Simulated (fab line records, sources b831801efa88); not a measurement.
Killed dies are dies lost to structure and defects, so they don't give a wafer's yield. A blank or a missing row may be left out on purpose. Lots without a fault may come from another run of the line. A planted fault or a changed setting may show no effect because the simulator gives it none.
Chamber matching | flow sky130 | SKY_POLY_GATE_ETCH_17 on rie_si-02: 4 sister chambers
The step etches poly-Si in HBr/Cl2, stops on SiO2, target depth 180 nm, time 70.5 s. 14 wafers are shown with their chamber, then 7 later ones without.

WAFERS WITH THEIR CHAMBER
wafer  | chamber | drypump_motor_current_A (A) | throttle_valve_pct (%) | oes_product_au (a.u.)
L831.4 | 1       | 5.2                         | 33.687                 | 0.983
L831.5 | 2       | 6.0                         | 33.692                 | 0.980
L831.6 | 1       | 5.2                         | 33.672                 | 0.978
L833.1 | 1       | 5.2                         | 33.677                 | 0.975
L833.4 | 0       | 5.8                         | 33.688                 | 0.985
L833.6 | 1       | 5.2                         | 33.684                 | 0.981
L835.3 | 0       | 5.8                         | 33.686                 | 0.980
L835.4 | 1       | 5.3                         | 33.693                 | 0.978
L835.6 | 0       | 5.9                         | 33.693                 | 0.982
L837.1 | 3       | 4.8                         | 33.664                 | 0.977
L837.4 | 0       | 5.9                         | 33.680                 | 0.976
L837.6 | 3       | 4.7                         | 33.678                 | 0.982
L838.3 | 3       | 4.7                         | 33.694                 | 0.996
L838.4 | 1       | 5.2                         | 33.693                 | 0.991

SIGNATURES (means of the wafers above)
reading                 | chamber 0 | chamber 1 | chamber 2 | chamber 3 | scatter within a chamber
drypump_motor_current_A | 5.850     | 5.217     | 6.000     | 4.733     | 0.05
throttle_valve_pct      | 33.68675  | 33.68433  | 33.69200  | 33.67867  | 0.00949
oes_product_au          | 0.98075   | 0.98100   | 0.98000   | 0.98500   | 0.00628
Rule: a wafer's distance from a chamber is the root of the sum, over the readings, of the square of ((its reading less the chamber's mean) divided by the reading's scatter). The wafer belongs to the nearest chamber; if the next one is less than 2 further off, it can't be placed. The scatter: the root of (the sum of the squares of (reading less its chamber's mean) over the shown wafers, divided by (wafers less chambers)).

WAFERS WITHOUT THEIR CHAMBER
wafer  | drypump_motor_current_A (A) | throttle_valve_pct (%) | oes_product_au (a.u.)
L838.6 | 6.0                         | 33.670                 | 0.992
L839.3 | 6.0                         | 33.692                 | 0.990
L839.4 | 5.3                         | 33.684                 | 0.983
L839.6 | 5.3                         | 33.689                 | 0.985
L852.1 | 4.7                         | 33.681                 | 0.993
L852.3 | 5.2                         | 33.678                 | 0.974
L852.6 | 5.8                         | 33.689                 | 0.969

WHICH CHAMBER EACH WENT THROUGH
wafer  | from the rows above     | in truth
L838.6 | can't be placed: 2 or 0 | 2
L839.3 | can't be placed: 2 or 0 | 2
L839.4 | 1                       | 1
L839.6 | 1                       | 1
L852.1 | 3                       | 3
L852.3 | 1                       | 1
L852.6 | 0                       | 0
Placed correctly: 5 of 7. Can't be placed from these rows: 2 (the true chamber is among the candidates in 2). Placed wrongly: 0.
